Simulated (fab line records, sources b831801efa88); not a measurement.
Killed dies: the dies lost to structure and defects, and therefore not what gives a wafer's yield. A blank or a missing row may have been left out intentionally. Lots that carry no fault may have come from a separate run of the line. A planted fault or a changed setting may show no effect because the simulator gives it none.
Struck lot and sound lot, side by side :: flow sky130 :: 16 steps out of a route of 708
Sound: the wafers L490.2, L490.3, L490.4. Struck: wafer L503.5; the same lot's L503.6 was not struck, so it is left out; see the end for the cause.
Per side, at each step with rows, come the tool, then ch with its chambers, and then its first start. Under that, the readings that differ: sound wafers :: struck wafers :: difference of the means :: sigmas: that difference in standard deviations of wafers without a fault.
alike: same words and numbers on both sides, and readings whose means sit less than 2 such deviations apart. not compared: any withheld reading, any reading some wafer has no value for, any bound like >300 that may hide the same value, and any number with overlapping values for which the record gives no deviation.
Wherever a step has rows on one side only, a row that says differs or no value, or a row with sigmas, the two part there. When numbers do not overlap yet have no deviation, they are printed without sigmas and do not part them. A reading that every wafer of one side lacks parts them only if that side has two wafers or more.

first, 1 step without rows for these wafers: SKY_FIELD_ISO_CVD_03 (deposits Si3N4 from DCS/NH3, target thk 165 nm, time 2830 s).
SKY_FIELD_ISO_THK_MEAS_04:
  struck on film-metro-03, day 4 18:03; sound on film-metro-04, day 2 00:34
  alike: FIELD_ISO_CVD_03_THK
then, 8 steps without rows for these wafers: SKY_FIELD_ISO_DEHYDRATE_05 (time 60 s); SKY_FIELD_ISO_HMDS_06 (prime time 60 s); SKY_FIELD_ISO_COAT_07 (resist thk 60 nm); SKY_FIELD_ISO_COAT_08 (resist thk 450 nm); SKY_FIELD_ISO_SOFTBAKE_09 (time 90 s); SKY_FIELD_ISO_EXPOSE_10 (exposes mask FOM, target cd 150 nm); SKY_FIELD_ISO_PEB_11; SKY_FIELD_ISO_DEVELOP_12 (develop time 60 s).
SKY_FIELD_ISO_CD_MEAS_13: target cd 150 nm.
  struck on cd-sem-01, day 5 12:50; sound on cd-sem-02, day 2 15:20
  alike: cd-nm
SKY_FIELD_ISO_ETCH_14: etches BARC in N2/H2, stops on SiO2, time 45.9 s, target depth 60 nm.
  sound on rie-diel-02 ch 0,1,2, day 2 15:26; struck on rie-diel-02 ch 0, day 5 12:54
  alike: drypump-motor-current-A, oes-product-au, throttle-valve-pct
  not compared: rf-hours-counter-h
SKY_FIELD_ISO_ETCH_15: etches the open film in CHF3/O2, stops on Si, target depth 180 nm, time 72 s.
  sound on rie-diel-02 ch 0,1,2, day 2 15:28; struck on rie-diel-02 ch 0, day 5 12:57
reading: oes-product-au (a.u.)
sound: 0.944 0.956 0.940
struck: 0.840
difference: -0.107
sigmas: -12

reading: throttle-valve-pct (%)
sound: 8.853 8.850 8.853
struck: 8.806
difference: -0.046
sigmas: -5

reading: model.KrF-thick_of_FIELD_ISO_COAT_08.thk-nm (nm)
sound: 237.1 236.9 236.5
struck: 276.3
difference: +39.5
sigmas: 
  alike: O2_flow_sccm, drypump-motor-current-A
  not compared: rf-hours-counter-h
SKY_FIELD_ISO_STRIP_16: strips in O2/N2.
  sound on plasma-asher-04 ch 0,1, day 2 15:32; struck on plasma-asher-04 ch 1, day 5 13:03
reading: oes-product-au (a.u.)
sound: 0.374 0.378 0.383
struck: 0.398
difference: +0.020
sigmas: +5

reading: strip-time-to-endpoint-s (s)
sound: 3.562 3.555 3.546
struck: 3.977
difference: +0.423
sigmas: +16
  alike: drypump-motor-current-A, o2-flow-sccm
  not compared: rf-hours-counter-h
SKY_FIELD_ISO_ETCH_17: etches Si in HBr/Cl2/O2, target depth 342 nm, time 97.7 s.
  sound on rie-si-02 ch 0,1,3, day 2 15:38; struck on rie-si-02 ch 2, day 5 13:07
  alike: O2_flow_sccm, drypump-motor-current-A, oes-product-au, throttle-valve-pct
  not compared: rf-hours-counter-h
-- the record jumps here: 45 days lie between the struck wafers' starts before and after (it left off in module FIELD_ISO and takes up again in module PAD_OPEN, whose first step shown is number 708 of the route) --
SKY_PAD_OPEN_PROBE_99:
  struck on prober-01, day 50 08:56; sound on prober-01, day 47 10:48
reading: killed-at-front-end
sound: 14 11 23
struck: 420
difference: +404
sigmas: +90

reading: killed-dies
sound: 81 82 100
struck: 492
difference: +404
sigmas: +45

reading: killed-on-rim
sound: 13 18 18
struck: 96
difference: +80
sigmas: +22
  alike: killed_at_M0_to_M3, killed_at_M4_up, killed-at-contacts, killed-open, killed-short

== WHERE THEY PART ==
First at SKY_FIELD_ISO_ETCH_15; last, within this record, at SKY_PAD_OPEN_PROBE_99.

WHY: the cause the simulator had injected
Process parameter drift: rie-diel-02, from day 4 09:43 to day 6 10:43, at SKY_FIELD_ISO_ETCH_15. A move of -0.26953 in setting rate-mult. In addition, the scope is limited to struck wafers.
